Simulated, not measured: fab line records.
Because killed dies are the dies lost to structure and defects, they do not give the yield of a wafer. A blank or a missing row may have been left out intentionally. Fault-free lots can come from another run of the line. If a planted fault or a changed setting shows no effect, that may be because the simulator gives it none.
2 desks, one fault -- flow sky130 -- what lay behind the numbers comes last; until then each desk has only its own

THE METROLOGY DESK
Means of the sampled wafers that have a number, per lot and without regard to the tool the lot ran on: this is what the gauges read. If a lot's mean is further than 4 standard deviations from the usual mean, the lot is out of limits and carries the mark OUT (the distance appears in the brackets).
Columns: A = NWELL_2_TW at SKY_NWELL_TW_MEAS_26, usual 500
lot,first seen here,A
L798,day 5 03:44,512
L800,day 6 01:35,500
L801,day 6 08:25,507
L804,day 6 18:11,500
L811,day 8 11:08,489
L812,day 8 20:27,487
L813,day 9 23:17,498
L815,day 10 00:40,500
L817,day 10 06:49,505
L816,day 10 08:17,492
L818,day 10 09:00,506
L820,day 10 20:56,490
L819,day 10 21:15,501
This desk found nothing out of limits on any of the 13 lots.

DESK OF THE TOOL OWNER: lithoTrack-02
The tool's own readings at SKY_VT_ADJUST_HVTP_DEVELOP_06 (develop time 60 s): means of the sampled wafers that have a number, for each lot that ran on this tool. If a lot's mean is further than 4 standard deviations from the usual mean, the lot is out of limits and carries the mark OUT (the distance appears in the brackets).
Columns: A = developerTempC at SKY_VT_ADJUST_HVTP_DEVELOP_06, usual 22.99 C
lot,first seen here,A
L800,day 6 18:47,22.84
L804,day 7 13:53,23.02
L811,day 9 08:50,25.28 (+21) OUT
L812,day 9 18:17,25.22 (+20) OUT
This desk's finding: out of limits on L811, L812; first on L811, day 9 08:50 (developerTempC at SKY_VT_ADJUST_HVTP_DEVELOP_06). L800, L804 stayed within limits.

BROUGHT TOGETHER
On L811, L812, at day 9 08:50, an alarm was possible from the tool owner's desk.
Metrology desk: nothing out of limits seen.
The metrology desk has L811, L812 on record, within its limits.
All the named lots went through SKY_VT_ADJUST_HVTP_DEVELOP_06 on lithoTrack-02.

WHAT THE SIMULATOR PUT IN
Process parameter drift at SKY_VT_ADJUST_HVTP_DEVELOP_06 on lithoTrack-02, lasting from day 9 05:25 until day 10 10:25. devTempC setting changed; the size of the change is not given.
Lots struck among those shown: L811, L812.
How many hours passed from the start of the fault until each desk's first out-of-limits reading: the tool owner's desk, 3.
